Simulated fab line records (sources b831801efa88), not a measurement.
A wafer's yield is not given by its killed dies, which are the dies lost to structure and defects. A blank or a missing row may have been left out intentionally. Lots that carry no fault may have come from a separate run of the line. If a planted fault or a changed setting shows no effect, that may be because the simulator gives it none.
Which of the tools did it?	flow gf180mcu	12 lots with 36 wafers sampled at 2 steps, on a route of 602 steps

WHAT THE GAUGES READ, wafer by wafer
GF_STI_THK_MEAS_02.
lot	measured	on	STI_OXIDATION_THK (nm)
L213	day 1 21:31	film metro-02	9.67 9.95 9.83
L214	day 2 02:31	film metro-03	10.05 10.03 10.06
L216	day 2 13:34	film metro-04	10.14 10.17 10.09
L218	day 2 23:47	film metro-02	10.22 10.21 10.30
L220	day 3 08:31	film metro-04	10.19 9.95 10.30
L221	day 3 13:55	film metro-02	10.02 9.89 9.84
L228	day 5 00:31	film metro-03	10.03 9.98 10.10
L230	day 5 10:31	film metro-04	10.27 10.12 10.15
L231	day 5 16:58	film metro-03	10.22 10.24 10.30
L232	day 5 21:56	film metro-02	10.24 10.37 10.37
L233	day 6 01:32	film metro-02	10.20 10.44 10.25
L234	day 6 06:31	film metro-03	9.87 9.86 9.76

GF_STI_CD_MEAS_12: the cd target is 220 nm.
lot	measured	on	cd nm (nm)
L213	day 2 11:14	cd sem-02	220.3 220.4 219.1
L214	day 2 16:34	cd sem-02	221.0 221.1 219.4
L216	day 3 04:28	cd sem-02	218.9 218.8 218.4
L218	day 3 14:34	cd sem-02	217.9 217.4 218.3
L220	day 3 23:53	cd sem-01	222.4 220.6 222.3
L221	day 4 05:07	cd sem-02	218.6 219.5 218.9
L228	day 5 16:47	cd sem-01	219.1 219.4 219.9
L230	day 6 03:55	cd sem-01	218.7 219.1 218.8
L231	day 6 09:33	cd sem-01	222.1 221.5 221.7
L232	day 6 15:32	cd sem-01	222.5 220.2 221.8
L233	day 6 18:44	cd sem-01	219.5 218.8 219.0
L234	day 7 00:35	cd sem-01	220.0 221.6 220.1

EACH LOT AND THE TOOL THAT RAN IT (in order: tool; ch and the chambers of the sampled wafers; start)
Before these readings, the record contains no process step.

WHAT THE TOOLS THEMSELVES READ (means of the sampled wafers that have a number; where no wafer has one, the mark that the record gives instead)
The record holds no such reading with a usual standard deviation.

THE ANSWER, worked out from the rows above alone
Rule: the lots themselves supply what counts as usual. Put in order of their means at a reading, lots are off if they are a third of the lots or fewer, leave a main group of 4 or more, and stand apart from it by a gap of 3 or more times the standard deviation of the main group's means; of several such gaps the widest counts. A main group whose means are all the same, to the digits that the tables above print for the reading, isn't used. Also off: a lot with no number at a reading for which 4 or more lots have one. All remaining lots with rows at the step are treated as sound. The gauges are gone through in route order, then the tools' own readings, and for those a lot's mean is taken as printed above. The first step at which some lot is off is used, and at that step the reading that is off furthest; a lot without a number counts as furthest.
No lot is off at any reading shown: from this, nothing can be told.

WHAT THE SIMULATOR HAD PUT IN
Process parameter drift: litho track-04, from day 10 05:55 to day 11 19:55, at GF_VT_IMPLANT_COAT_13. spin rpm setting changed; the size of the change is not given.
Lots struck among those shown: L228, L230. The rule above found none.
